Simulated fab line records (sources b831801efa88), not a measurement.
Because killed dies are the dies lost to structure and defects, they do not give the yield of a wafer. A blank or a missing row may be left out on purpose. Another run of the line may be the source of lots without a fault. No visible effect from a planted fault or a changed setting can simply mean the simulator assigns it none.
fab line records	flow sky130
record lots=24	wafers=72	last-day=50
route steps=708 shown POLY_GATE@227 LI_CONTACT@385 VIA1@478 METAL2@502 VIA2@519 VIA4@656
lots that met no fault: from a run of the same line without faults
start-h: hours from the record's opening day to when the first of the lot's shown wafers began	wait-h: how many hours have passed since the lot's step before this one	" identical to the entry in the row above	L1.1+2: several wafers, shown together as one row	- no value, or no start given	* or withheld: withheld	< > ~ a bound
route shown NAME@n: NAME is a module with steps in the file, n the number in the route of the first one	usual: mean and standard deviation over wafers with no fault	same: alike in all rows	chamber/n: place in a boat	sites: readings site by site	_std_site: the values' standard deviation	_edge_site: mean of outer sites minus mean of inner sites	radius-mm: how far each site lies from the wafer's centre	mask NAME#n: copy n	behind: the tool/chamber that last shaped the wafer	hold: cause of the lot's hold/its duration in hours/its outcome	device: the n, p or np transistor that did not switch	end of line: the tests these same wafers got at the end of their route	for a step that has no rows: nothing shown but its recipe	killed: dies lost to structure and defects at the first sort, not the wafer's yield	map: the dies of a wafer, with x for killed, . for not killed, _ for no die there
set.NAME: the setting the step ran with; set.NAME@STEP: the setting that earlier step ran with	model.NAME: the simulator's own value behind a step, which no gauge read
a sample of lots followed through the steps of the route, with each step as a table and each wafer as a row
services: the hour from which a tool's chamber was out of use, counted from the record's first day as start-h (under 0 if before that day), plus the number of hours and why
## steps
# step SKY_POLY_GATE_CD_MEAS_13
# recipe target-cd-nm=150
# usual cd-nm=149.9/1.5
lot.wafer	tool	chamber	start-h	wait-h	cd-nm
L075.4	cd-sem-01	-	385.68	-	150.6
L075.5	"	-	"	"	150.2
L075.6	"	-	"	"	150.9
L074.2	cd-sem-02	-	385.99	-	149.6
L074.3	"	-	"	"	148.7
L074.4	"	-	"	"	149.2
L076.1	cd-sem-01	-	398.43	-	150.1
L076.2	"	-	"	"	149.5
L076.4	"	-	"	"	150.1
L077.1	cd-sem-01	-	400.02	-	150.2
L077.2	"	-	"	"	148.9
L077.5	"	-	"	"	148.9
L078.1	cd-sem-02	-	413.27	-	149.0
L078.2	"	-	"	"	151.0
L078.3	"	-	"	"	148.8
L079.2	cd-sem-02	-	416.14	-	153.0
L079.3	"	-	"	"	152.7
L079.6	"	-	"	"	152.5
L080.1	cd-sem-02	-	427.72	-	152.9
L080.3	"	-	"	"	151.9
L080.6	"	-	"	"	151.1
L081.4	cd-sem-01	-	432.34	-	147.9
L081.5	"	-	"	"	146.3
L081.6	"	-	"	"	148.2
L082.4	cd-sem-01	-	443.28	-	150.6
L082.5	"	-	"	"	151.3
L082.6	"	-	"	"	149.7
L083.1	cd-sem-02	-	451.98	-	152.0
L083.2	"	-	"	"	150.9
L083.3	"	-	"	"	151.6
L084.3	cd-sem-02	-	458.36	-	148.4
L084.5	"	-	"	"	149.6
L084.6	"	-	"	"	148.8
L085.1	cd-sem-01	-	468.52	-	148.5
L085.2	"	-	"	"	150.7
L085.5	"	-	"	"	150.0
L086.1	cd-sem-02	-	477.43	-	149.9
L086.2	"	-	"	"	150.6
L086.5	"	-	"	"	150.0
L087.3	cd-sem-02	-	483.22	-	150.2
L087.4	"	-	"	"	151.0
L087.6	"	-	"	"	149.8
L088.2	cd-sem-01	-	501.49	-	149.3
L088.4	"	-	"	"	148.7
L088.6	"	-	"	"	148.5
L089.4	cd-sem-02	-	505.14	-	147.7
L089.5	"	-	"	"	149.2
L089.6	"	-	"	"	150.0
L090.1	cd-sem-02	-	523.32	-	149.8
L090.5	"	-	"	"	149.1
L090.6	"	-	"	"	149.5
L091.1	cd-sem-02	-	525.57	-	152.5
L091.4	"	-	"	"	152.8
L091.5	"	-	"	"	153.9
L093.1	cd-sem-02	-	531.88	-	150.1
L093.4	"	-	"	"	150.2
L093.6	"	-	"	"	148.7
L092.1	cd-sem-01	-	534.12	-	148.2
L092.4	"	-	"	"	148.6
L092.5	"	-	"	"	148.9
L094.1	cd-sem-01	-	542.27	-	151.3
L094.3	"	-	"	"	151.1
L094.4	"	-	"	"	150.2
L095.1	cd-sem-01	-	560.17	-	149.0
L095.3	"	-	"	"	151.2
L095.6	"	-	"	"	149.8
L096.1	cd-sem-01	-	569.03	-	149.2
L096.2	"	-	"	"	149.2
L096.3	"	-	"	"	149.6
L097.3	cd-sem-02	-	580.51	-	147.9
L097.4	"	-	"	"	149.4
L097.6	"	-	"	"	148.5
# step SKY_LI_CONTACT_THK_MEAS_23
# recipe thk-meas-gauge=xrf	reads=W_of_LI_CONTACT_CVD_21
# usual LI_CONTACT_W_THK=395/6.8
lot.wafer	tool	chamber	start-h	wait-h	LI_CONTACT_W_THK[nm]
L075.4	film-metro-03	-	693.96	0.1	389
L075.5	"	-	"	"	388
L075.6	"	-	"	"	389
L074.2	film-metro-01	-	696.13	0.1	382
L074.3	"	-	"	"	379
L074.4	"	-	"	"	379
L076.1	film-metro-02	-	706.34	0.1	391
L076.2	"	-	"	"	391
L076.4	"	-	"	"	397
L077.1	film-metro-03	-	709.94	0.1	394
L077.2	"	-	"	"	392
L077.5	"	-	"	"	398
L078.1	film-metro-02	-	719.93	0.1	400
L078.2	"	-	"	"	399
L078.3	"	-	"	"	403
L079.2	film-metro-01	-	723.78	0.1	394
L079.3	"	-	"	"	396
L079.6	"	-	"	"	392
L080.1	film-metro-02	-	733.49	0.1	403
L080.3	"	-	"	"	399
L080.6	"	-	"	"	402
L081.4	film-metro-01	-	736.82	0.1	394
L081.5	"	-	"	"	398
L081.6	"	-	"	"	391
L082.4	film-metro-02	-	745.51	0.1	406
L082.5	"	-	"	"	399
L082.6	"	-	"	"	403
L083.1	film-metro-02	-	753.23	0.1	405
L083.2	"	-	"	"	407
L083.3	"	-	"	"	408
L084.3	film-metro-03	-	757.13	0.1	390
L084.5	"	-	"	"	390
L084.6	"	-	"	"	389
L085.1	film-metro-02	-	768.95	0.1	399
L085.2	"	-	"	"	399
L085.5	"	-	"	"	397
L086.1	film-metro-02	-	775.79	0.1	405
L086.2	"	-	"	"	399
L086.5	"	-	"	"	405
L087.3	film-metro-02	-	782.07	0.1	397
L087.4	"	-	"	"	399
L087.6	"	-	"	"	404
L088.2	film-metro-02	-	795.89	0.1	403
L088.4	"	-	"	"	400
L088.6	"	-	"	"	399
L089.4	film-metro-01	-	797.68	0.1	383
L089.5	"	-	"	"	385
L089.6	"	-	"	"	386
L090.1	film-metro-01	-	814.43	0.1	388
L090.5	"	-	"	"	395
L090.6	"	-	"	"	387
L091.1	film-metro-01	-	819.78	0.1	391
L091.4	"	-	"	"	391
L091.5	"	-	"	"	385
L093.1	film-metro-01	-	820.93	0.1	392
L093.4	"	-	"	"	391
L093.6	"	-	"	"	393
L092.1	film-metro-01	-	824.63	0.1	396
L092.4	"	-	"	"	398
L092.5	"	-	"	"	395
L094.1	film-metro-02	-	831.04	0.1	406
L094.3	"	-	"	"	405
L094.4	"	-	"	"	401
L095.1	film-metro-03	-	846.95	0.1	399
L095.3	"	-	"	"	400
L095.6	"	-	"	"	396
L096.1	film-metro-03	-	854.50	0.1	394
L096.2	"	-	"	"	387
L096.3	"	-	"	"	390
L097.3	film-metro-03	-	865.52	0.1	400
L097.4	"	-	"	"	394
L097.6	"	-	"	"	398
# step SKY_VIA1_SPUTTER_20
# recipe material=TiN	target-thk-nm=20	chamber-pressure-pa=5	power-w=4000	time-s=80
# usual throttle-valve-pct=30.2/0.85
lot.wafer	tool	chamber	start-h	wait-h	throttle-valve-pct
L075.4	pvd-sputter-04	-	807.64	0.0	31.5
L075.5	"	-	"	"	29.1
L075.6	"	-	"	"	30.3
L074.2	pvd-sputter-02	-	811.12	0.0	29.9
L074.3	"	-	"	"	31.6
L074.4	"	-	"	"	29.3
L076.1	pvd-sputter-04	-	821.12	0.0	30.1
L076.2	"	-	"	"	31.4
L076.4	"	-	"	"	31.7
L077.1	pvd-sputter-01	-	825.22	0.0	29.9
L077.2	"	-	"	"	31.0
L077.5	"	-	"	"	30.9
L078.1	pvd-sputter-04	-	833.56	0.0	29.4
L078.2	"	-	"	"	30.2
L078.3	"	-	"	"	31.8
L079.2	pvd-sputter-02	-	836.51	0.0	29.0
L079.3	"	-	"	"	31.4
L079.6	"	-	"	"	29.0
L080.1	pvd-sputter-02	-	847.67	0.0	29.1
L080.3	"	-	"	"	29.0
L080.6	"	-	"	"	30.0
L081.4	pvd-sputter-04	-	849.71	0.0	30.2
L081.5	"	-	"	"	30.0
L081.6	"	-	"	"	30.1
L082.4	pvd-sputter-02	-	858.03	0.0	29.2
L082.5	"	-	"	"	31.3
L082.6	"	-	"	"	28.9
L083.1	pvd-sputter-01	-	864.47	0.0	30.0
L083.2	"	-	"	"	31.0
L083.3	"	-	"	"	31.0
L084.3	pvd-sputter-01	-	871.08	0.0	29.9
L084.5	"	-	"	"	30.0
L084.6	"	-	"	"	30.8
L085.1	pvd-sputter-04	-	880.83	0.0	31.7
L085.2	"	-	"	"	30.3
L085.5	"	-	"	"	29.2
L086.1	pvd-sputter-01	-	886.56	0.0	31.1
L086.2	"	-	"	"	29.7
L086.5	"	-	"	"	29.6
L087.3	pvd-sputter-04	-	893.46	0.0	30.4
L087.4	"	-	"	"	29.8
L087.6	"	-	"	"	30.3
L088.2	pvd-sputter-04	-	905.21	0.0	31.6
L088.4	"	-	"	"	30.2
L088.6	"	-	"	"	30.1
L089.4	pvd-sputter-02	-	908.36	0.0	31.5
L089.5	"	-	"	"	29.1
L089.6	"	-	"	"	31.6
L090.1	pvd-sputter-01	-	923.02	0.0	30.1
L090.5	"	-	"	"	29.9
L090.6	"	-	"	"	30.9
L091.1	pvd-sputter-01	-	927.35	0.0	30.9
L091.4	"	-	"	"	30.0
L091.5	"	-	"	"	29.8
L093.1	pvd-sputter-04	-	930.46	0.0	30.1
L093.4	"	-	"	"	31.7
L093.6	"	-	"	"	29.3
L092.1	pvd-sputter-04	-	933.49	0.0	30.1
L092.4	"	-	"	"	29.5
L092.5	"	-	"	"	31.5
L094.1	pvd-sputter-04	-	938.57	0.0	29.2
L094.3	"	-	"	"	30.4
L094.4	"	-	"	"	31.9
L095.1	pvd-sputter-02	-	954.50	0.0	31.5
L095.3	"	-	"	"	29.2
L095.6	"	-	"	"	29.9
L096.1	pvd-sputter-02	-	962.65	0.0	29.3
L096.2	"	-	"	"	29.8
L096.3	"	-	"	"	31.5
L097.3	pvd-sputter-02	-	972.17	0.0	30.3
L097.4	"	-	"	"	29.2
L097.6	"	-	"	"	31.5
# step SKY_METAL2_METAL_ETCH_19
# recipe target-depth-a=3600	stop-on=SiO2	over-etch-frac=0.3	time-s=78	chemistry=Cl2/BCl3	resist-sidewall-deg=88	pressure-mtorr=10	icp-w=900	bias-w=48.5	Cl2_flow_sccm=60	bcl3-flow-sccm=30
# usual drypump-motor-current-A=5.7/0.42	oes-product-au=0.854/0.0052	throttle-valve-pct=22.264/0.0089
lot.wafer	tool	chamber	start-h	wait-h	drypump-motor-current-A	oes-product-au	rf-hours-counter-h	throttle-valve-pct
L075.4	rie-metal-04	1	835.20	0.1	5.3	0.850	-	22.258
L075.5	"	0	"	"	6.3	0.862	-	22.250
L075.6	"	1	"	"	5.3	0.849	-	22.253
L074.2	rie-metal-04	1	838.77	0.0	5.3	0.844	4	22.261
L074.3	"	1	"	"	5.3	0.842	-	22.269
L074.4	"	0	"	"	6.3	0.851	-	22.279
L076.1	rie-metal-04	1	848.77	0.0	5.3	0.850	5	22.256
L076.2	"	0	"	"	6.3	0.844	1	22.260
L076.4	"	0	"	"	6.4	0.859	-	22.253
L077.1	rie-metal-01	0	852.97	0.0	5.2	0.862	7	22.256
L077.2	"	1	"	"	5.7	0.855	13	22.259
L077.5	"	1	"	"	5.7	0.859	-	22.263
L078.1	rie-metal-04	1	860.52	0.0	5.3	0.851	5	22.241
L078.2	"	0	"	"	6.3	0.851	1	22.277
L078.3	"	1	"	"	5.3	0.853	-	22.263
L079.2	rie-metal-01	1	862.87	0.0	5.7	0.845	13	22.279
L079.3	"	1	"	"	5.7	0.844	-	22.257
L079.6	"	0	"	"	5.2	0.843	-	22.272
L080.1	rie-metal-04	1	874.92	0.0	5.3	0.853	6	22.268
L080.3	"	0	"	"	6.3	0.852	-	22.256
L080.6	"	0	"	"	6.4	0.849	-	22.264
L081.4	rie-metal-04	0	876.70	0.1	6.3	0.857	-	22.255
L081.5	"	0	"	"	6.4	0.860	-	22.262
L081.6	"	1	"	"	5.3	0.853	-	22.260
L082.4	rie-metal-04	1	884.85	0.1	5.3	0.856	-	22.265
L082.5	"	0	"	"	6.3	0.851	-	22.259
L082.6	"	1	"	"	5.3	0.852	-	22.275
L083.1	rie-metal-04	1	891.32	0.0	5.3	0.856	6	22.270
L083.2	"	0	"	"	6.3	0.858	2	22.255
L083.3	"	0	"	"	6.3	0.855	-	22.263
L084.3	rie-metal-03	1	897.30	0.1	5.7	0.860	-	22.260
L084.5	"	1	"	"	5.7	0.853	-	22.263
L084.6	"	0	"	"	5.5	0.857	-	22.263
L085.1	rie-metal-01	1	907.67	0.0	5.7	0.860	15	22.258
L085.2	"	0	"	"	5.3	0.853	10	22.249
L085.5	"	0	"	"	5.2	0.865	-	22.256
L086.1	rie-metal-01	1	912.42	0.0	5.7	0.860	16	22.261
L086.2	"	0	"	"	5.2	0.858	10	22.265
L086.5	"	0	"	"	5.2	0.861	-	22.250
L087.3	rie-metal-04	1	920.00	0.1	5.3	0.849	-	22.280
L087.4	"	0	"	"	6.3	0.858	-	22.273
L087.6	"	1	"	"	5.3	0.849	-	22.269
L088.2	rie-metal-01	0	931.02	0.0	5.3	0.858	11	22.265
L088.4	"	1	"	"	5.7	0.853	-	22.272
L088.6	"	0	"	"	5.3	0.858	-	22.253
L089.4	rie-metal-03	1	934.86	0.1	5.7	0.860	-	22.259
L089.5	"	1	"	"	5.7	0.857	-	22.273
L089.6	"	1	"	"	5.7	0.849	-	22.265
L090.1	rie-metal-01	0	948.22	0.0	5.3	0.861	12	22.262
L090.5	"	0	"	"	5.3	0.862	-	22.260
L090.6	"	1	"	"	5.7	0.853	-	22.269
L091.1	rie-metal-03	0	952.72	0.0	5.5	0.861	0	22.271
L091.4	"	1	"	"	5.7	0.852	-	22.272
L091.5	"	0	"	"	5.5	0.849	-	22.268
L093.1	rie-metal-01	1	956.37	0.0	5.7	0.850	18	22.262
L093.4	"	1	"	"	5.7	0.849	-	22.270
L093.6	"	1	"	"	5.7	0.854	-	22.280
L092.1	rie-metal-04	0	958.82	0.0	6.3	0.855	5	22.259
L092.4	"	0	"	"	6.4	0.860	-	22.263
L092.5	"	1	"	"	5.3	0.848	-	22.270
L094.1	rie-metal-04	1	964.22	0.0	5.3	0.849	9	22.261
L094.3	"	0	"	"	6.4	0.861	-	22.281
L094.4	"	1	"	"	5.3	0.857	-	22.268
L095.1	rie-metal-04	0	979.52	0.0	6.4	0.857	6	22.260
L095.3	"	0	"	"	6.3	0.847	-	22.263
L095.6	"	0	"	"	6.4	0.856	-	22.260
L096.1	rie-metal-03	0	987.77	0.0	5.4	0.863	2	22.255
L096.2	"	1	"	"	5.8	0.856	9	22.263
L096.3	"	1	"	"	5.7	0.858	-	22.275
L097.3	rie-metal-01	0	997.10	0.1	5.2	0.858	-	22.263
L097.4	"	1	"	"	5.7	0.845	-	22.257
L097.6	"	1	"	"	5.7	0.848	-	22.273
# step SKY_VIA2_CD_MEAS_12
# recipe target-cd-nm=200
# usual cd-nm=199.8/1.5
lot.wafer	tool	chamber	start-h	wait-h	cd-nm
L075.4	cd-sem-02	-	861.59	-	197.8
L075.5	"	-	"	"	197.8
L075.6	"	-	"	"	198.7
L074.2	cd-sem-01	-	866.09	-	201.6
L074.3	"	-	"	"	200.2
L074.4	"	-	"	"	201.8
L076.1	cd-sem-02	-	875.72	-	201.7
L076.2	"	-	"	"	200.9
L076.4	"	-	"	"	200.2
L077.1	cd-sem-02	-	880.22	-	199.1
L077.2	"	-	"	"	198.8
L077.5	"	-	"	"	199.3
L078.1	cd-sem-01	-	887.52	-	198.1
L078.2	"	-	"	"	197.0
L078.3	"	-	"	"	198.3
L079.2	cd-sem-01	-	889.44	-	199.6
L079.3	"	-	"	"	199.7
L079.6	"	-	"	"	200.5
L080.1	cd-sem-02	-	901.52	-	199.5
L080.3	"	-	"	"	199.3
L080.6	"	-	"	"	199.4
L081.4	cd-sem-02	-	903.78	-	199.3
L081.5	"	-	"	"	200.6
L081.6	"	-	"	"	199.8
L082.4	cd-sem-02	-	911.88	-	197.2
L082.5	"	-	"	"	196.5
L082.6	"	-	"	"	197.9
L083.1	cd-sem-01	-	917.18	-	199.1
L083.2	"	-	"	"	198.4
L083.3	"	-	"	"	199.1
L084.3	cd-sem-01	-	923.31	-	197.9
L084.5	"	-	"	"	198.4
L084.6	"	-	"	"	199.0
L085.1	cd-sem-02	-	933.72	-	200.7
L085.2	"	-	"	"	199.8
L085.5	"	-	"	"	199.3
L086.1	cd-sem-02	-	939.13	-	203.3
L086.2	"	-	"	"	203.5
L086.5	"	-	"	"	201.4
L087.3	cd-sem-02	-	945.76	-	200.6
L087.4	"	-	"	"	199.4
L087.6	"	-	"	"	199.1
L088.2	cd-sem-02	-	957.39	-	199.0
L088.4	"	-	"	"	197.9
L088.6	"	-	"	"	199.8
L089.4	cd-sem-02	-	960.89	-	202.9
L089.5	"	-	"	"	200.2
L089.6	"	-	"	"	201.5
L090.1	cd-sem-01	-	973.63	-	200.3
L090.5	"	-	"	"	200.7
L090.6	"	-	"	"	199.9
L091.1	cd-sem-02	-	977.73	-	200.8
L091.4	"	-	"	"	202.5
L091.5	"	-	"	"	200.3
L093.1	cd-sem-02	-	981.92	-	201.1
L093.4	"	-	"	"	201.8
L093.6	"	-	"	"	201.8
L092.1	cd-sem-02	-	984.23	-	202.3
L092.4	"	-	"	"	201.5
L092.5	"	-	"	"	202.5
L094.1	cd-sem-01	-	989.27	-	200.1
L094.3	"	-	"	"	198.5
L094.4	"	-	"	"	199.2
L095.1	cd-sem-02	-	1003.83	-	198.7
L095.3	"	-	"	"	198.8
L095.6	"	-	"	"	199.8
L096.1	cd-sem-02	-	1012.22	-	198.3
L096.2	"	-	"	"	198.0
L096.3	"	-	"	"	199.4
L097.3	cd-sem-02	-	1021.52	-	202.2
L097.4	"	-	"	"	200.7
L097.6	"	-	"	"	201.4
# step SKY_VIA4_SPUTTER_17
# recipe material=TiN	target-thk-nm=20	chamber-pressure-pa=5	power-w=4000	time-s=80
# usual throttle-valve-pct=30.3/0.73
lot.wafer	tool	chamber	start-h	wait-h	throttle-valve-pct
L075.4	pvd-sputter-01	-	1017.27	0.0	30.8
L075.5	"	-	"	"	31.3
L075.6	"	-	"	"	30.1
L074.2	pvd-sputter-01	-	1020.57	0.0	30.0
L074.3	"	-	"	"	29.8
L074.4	"	-	"	"	30.8
L076.1	pvd-sputter-01	-	1028.58	0.0	30.8
L076.2	"	-	"	"	29.8
L076.4	"	-	"	"	30.1
L077.1	pvd-sputter-04	-	1033.97	0.0	30.1
L077.2	"	-	"	"	29.8
L077.5	"	-	"	"	29.1
L078.1	pvd-sputter-01	-	1039.83	0.0	29.9
L078.2	"	-	"	"	30.6
L078.3	"	-	"	"	30.8
L079.2	pvd-sputter-02	-	1042.77	0.0	29.0
L079.3	"	-	"	"	29.8
L079.6	"	-	"	"	30.0
L080.1	pvd-sputter-02	-	1051.92	0.0	31.4
L080.3	"	-	"	"	29.2
L080.6	"	-	"	"	29.9
L081.4	pvd-sputter-04	-	1052.73	0.0	29.2
L081.5	"	-	"	"	29.9
L081.6	"	-	"	"	31.6
L082.4	pvd-sputter-01	-	1060.47	0.0	30.7
L082.5	"	-	"	"	29.8
L082.6	"	-	"	"	31.2
L083.1	pvd-sputter-01	-	1067.84	0.0	31.0
L083.2	"	-	"	"	29.7
L083.3	"	-	"	"	30.7
L084.3	pvd-sputter-01	-	1071.58	0.0	31.2
L084.5	"	-	"	"	30.7
L084.6	"	-	"	"	30.0
L085.1	pvd-sputter-04	-	1080.80	0.0	30.2
L085.2	"	-	"	"	29.3
L085.5	"	-	"	"	30.1
L086.1	pvd-sputter-01	-	1083.03	0.0	30.1
L086.2	"	-	"	"	31.1
L086.5	"	-	"	"	31.0
L087.3	pvd-sputter-02	-	1090.02	0.0	29.3
L087.4	"	-	"	"	29.2
L087.6	"	-	"	"	30.0
L088.2	pvd-sputter-02	-	1102.32	0.0	29.0
L088.4	"	-	"	"	29.8
L088.6	"	-	"	"	31.5
L089.4	pvd-sputter-04	-	1108.63	0.0	29.9
L089.5	"	-	"	"	29.4
L089.6	"	-	"	"	31.8
L090.1	pvd-sputter-01	-	1114.23	0.0	31.1
L090.5	"	-	"	"	30.2
L090.6	"	-	"	"	31.1
L091.1	pvd-sputter-04	-	1117.88	0.0	30.3
L091.4	"	-	"	"	29.5
L091.5	"	-	"	"	31.5
L093.1	pvd-sputter-01	-	1122.43	0.0	30.9
L093.4	"	-	"	"	30.7
L093.6	"	-	"	"	30.2
L092.1	pvd-sputter-02	-	1124.53	0.0	29.8
L092.4	"	-	"	"	29.3
L092.5	"	-	"	"	30.0
L094.1	pvd-sputter-01	-	1128.31	0.0	31.1
L094.3	"	-	"	"	31.0
L094.4	"	-	"	"	30.8
L095.1	pvd-sputter-04	-	1140.02	0.0	30.1
L095.3	"	-	"	"	31.4
L095.6	"	-	"	"	30.1
L096.1	pvd-sputter-02	-	1148.01	0.0	29.1
L096.2	"	-	"	"	29.7
L096.3	"	-	"	"	31.5
L097.3	pvd-sputter-01	-	1154.02	0.0	30.9
L097.4	"	-	"	"	30.8
L097.6	"	-	"	"	30.1
## services
tool	chamber	start-h	hours	kind
pvd-sputter-04	-	791.63	6.7	repair
pvd-sputter-01	1	800.69	-	consumable-replace:kit
pvd-sputter-01	1	800.69	18.0	scheduled-down
pvd-sputter-01	1	800.69	18.0	vent-cycle
rie-metal-01	-	810.15	14.6	pm
pvd-sputter-04	-	822.06	1.9	repair
pvd-sputter-04	-	825.36	3.1	repair
rie-metal-01	-	837.81	1.2	repair
pvd-sputter-01	0	943.35	-	consumable-replace:kit
pvd-sputter-01	0	943.35	18.0	scheduled-down
pvd-sputter-01	0	943.35	18.0	vent-cycle
pvd-sputter-01	-	953.55	0.6	repair
rie-metal-03	-	959.78	0.1	repair
rie-metal-03	-	988.28	4.3	pm
pvd-sputter-04	-	1002.12	4.5	repair
rie-metal-04	-	1033.62	2.8	pm
pvd-sputter-01	-	1046.20	4.0	repair
pvd-sputter-02	-	1054.42	3.2	repair
pvd-sputter-04	-	1093.18	4.2	repair
rie-metal-01	1	1093.26	3.6	repair
rie-metal-03	-	1096.40	2.8	pm
pvd-sputter-02	-	1111.53	1.7	repair
rie-metal-03	0	1121.30	18.7	repair
rie-metal-03	1	1147.55	3.6	repair
## key
fault none
